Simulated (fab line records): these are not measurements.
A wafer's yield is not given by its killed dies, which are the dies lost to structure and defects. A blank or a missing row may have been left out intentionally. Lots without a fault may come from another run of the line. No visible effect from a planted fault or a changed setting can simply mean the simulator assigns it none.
One fault through the eyes of 2 desks + flow sky130 + every desk sees just its own numbers, and what lay behind them comes last

## THE TOOL OWNER'S DESK: litho-track-01
Per lot that ran on this tool, the mean of the sampled wafers carrying a number, from the tool's own readings at SKY_METAL2_DEHYDRATE_07 (time 60 s). A lot is out of limits, marked OUT, if its mean lies more than 4 standard deviations from the usual mean; the brackets give that distance.
Columns: A = heater-power-total-W at SKY_METAL2_DEHYDRATE_07, usual 160.38 W; B = run-length-s at SKY_METAL2_DEHYDRATE_07, usual 89.34 s
| lot  | first seen here | A                | B               |
|------|-----------------|------------------|-----------------|
| L666 | day 36 16:26    | 160.45           | 89.40           |
| L675 | day 38 23:33    | 162.35 (+16) OUT | 87.35 (-14) OUT |
| L683 | day 41 09:57    | 160.51           | 89.40           |
| L684 | day 41 11:53    | 160.27           | 89.39           |
| L686 | day 41 23:02    | 160.46           | 89.32           |
This desk finds L675 out of limits, L675 being first, at day 38 23:33 (heater-power-total-W at SKY_METAL2_DEHYDRATE_07). In limits: L666, L683, L684, L686.

## AT THE METROLOGY DESK
What the gauges read for every lot (on any tool): the sampled wafers with a number, averaged. A lot is out of limits, marked OUT, if its mean lies more than 4 standard deviations from the usual mean; the brackets give that distance.
Columns: A = cd-nm at SKY_VIA1_CD_MEAS_12, usual 149.8 nm
| lot  | first seen here | A     |
|------|-----------------|-------|
| L664 | day 34 23:11    | 150.0 |
| L666 | day 36 01:56    | 149.4 |
| L675 | day 38 09:45    | 149.7 |
| L678 | day 39 08:54    | 146.5 |
| L679 | day 39 13:32    | 150.9 |
| L680 | day 39 17:12    | 150.7 |
| L681 | day 40 06:46    | 148.8 |
| L682 | day 40 10:44    | 150.3 |
| L683 | day 40 20:05    | 148.6 |
| L684 | day 40 22:22    | 151.4 |
| L685 | day 41 02:47    | 150.5 |
| L686 | day 41 09:53    | 149.6 |
| L687 | day 41 11:23    | 150.5 |
This desk's verdict: no lot among the 13 shows anything out of limits.

## ALL TOGETHER
An alarm could have come from the tool owner's desk at day 38 23:33, on L675.
At the metrology desk, nothing out of limits was observed.
The metrology desk has L675 on record, within its limits.
Of the lots named, all ran SKY_METAL2_DEHYDRATE_07 on litho-track-01.

## WHAT HAD BEEN PUT IN BY THE SIMULATOR
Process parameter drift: litho-track-01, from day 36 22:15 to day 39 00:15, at SKY_METAL2_DEHYDRATE_07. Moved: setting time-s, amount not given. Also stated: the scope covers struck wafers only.
Lots struck among those shown: L675.
Hours from the fault's start to each desk's first reading out of limits: the tool owner's desk, 49.
